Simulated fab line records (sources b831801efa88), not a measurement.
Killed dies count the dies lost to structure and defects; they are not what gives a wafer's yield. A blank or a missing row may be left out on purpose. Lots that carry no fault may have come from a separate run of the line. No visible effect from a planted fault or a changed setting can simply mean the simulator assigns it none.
Chamber matching | flow sky130 | SKY_PAD_OPEN_ETCH_07 on rie diel-03 has 4 sister chambers
The step etches the open film in CF4/O2, stops on AlCu, target depth 725 nm, time 161.1 s. 18 wafers are shown with their chamber, then 9 later ones without.

WAFERS, EACH WITH ITS CHAMBER
wafer  | chamber | drypump motor current A (A) | throttle valve pct (%) | cf4 flow sccm (sccm)
L074.1 | 0       | 5.8                         | 5.969                  | 79.78
L074.4 | 3       | 5.5                         | 5.970                  | 79.73
L074.5 | 0       | 5.8                         | 5.968                  | 80.02
L075.1 | 1       | 5.1                         | 5.976                  | 80.26
L075.5 | 2       | 6.7                         | 5.946                  | 80.37
L075.6 | 3       | 5.5                         | 5.964                  | 80.20
L079.1 | 3       | 5.5                         | 5.967                  | 79.95
L079.2 | 1       | 5.1                         | 5.960                  | 79.82
L079.5 | 2       | 6.8                         | 5.970                  | 80.32
L082.2 | 3       | 5.5                         | 5.968                  | 80.48
L082.3 | 2       | 6.8                         | 5.962                  | 79.88
L082.6 | 3       | 5.5                         | 5.973                  | 80.39
L089.2 | 1       | 5.1                         | 5.951                  | 80.02
L089.3 | 2       | 6.7                         | 5.960                  | 80.00
L089.5 | 2       | 6.8                         | 5.968                  | 79.85
L090.1 | 2       | 6.8                         | 5.943                  | 79.43
L090.2 | 1       | 5.1                         | 5.975                  | 80.04
L090.5 | 3       | 5.5                         | 5.961                  | 79.86

SIGNATURES (averages over the wafers above)
reading                 | chamber 0 | chamber 1 | chamber 2 | chamber 3 | scatter within a chamber
drypump motor current A | 5.800     | 5.100     | 6.767     | 5.500     | 0.0309
throttle valve pct      | 5.96850   | 5.96550   | 5.95817   | 5.96717   | 0.00912
cf4 flow sccm           | 79.9000   | 80.0350   | 79.9750   | 80.1017   | 0.29
Rule: a wafer's distance from a chamber is the root of the sum, over the readings, of the square of ((its reading less the chamber's mean) divided by the reading's scatter). The wafer belongs to the nearest chamber; if the next one is less than 2 further off, it can't be placed. The scatter: the root of (the sum of the squares of (reading less its chamber's mean) over the shown wafers, divided by (wafers less chambers)).

WAFERS WITH NO CHAMBER GIVEN
wafer  | drypump motor current A (A) | throttle valve pct (%) | cf4 flow sccm (sccm)
L091.3 | 6.7                         | 5.967                  | 79.68
L091.5 | 5.1                         | 5.951                  | 79.53
L091.6 | 6.7                         | 5.977                  | 79.63
L092.2 | 5.5                         | 5.966                  | 79.53
L092.4 | 5.1                         | 5.959                  | 80.22
L092.5 | 5.1                         | 5.972                  | 79.92
L096.2 | 5.5                         | 5.946                  | 79.88
L096.4 | 6.8                         | 5.954                  | 80.40
L096.6 | 5.1                         | 5.955                  | 80.00

EACH ONE'S CHAMBER
wafer  | from the rows above | in truth
L091.3 | 2                   | 2
L091.5 | 1                   | 1
L091.6 | 2                   | 2
L092.2 | 3                   | 3
L092.4 | 1                   | 1
L092.5 | 1                   | 1
L096.2 | 3                   | 3
L096.4 | 2                   | 2
L096.6 | 1                   | 1
Correct placement for 9 of the 9. From these rows, 0 cannot be placed. Number placed wrongly: 0.
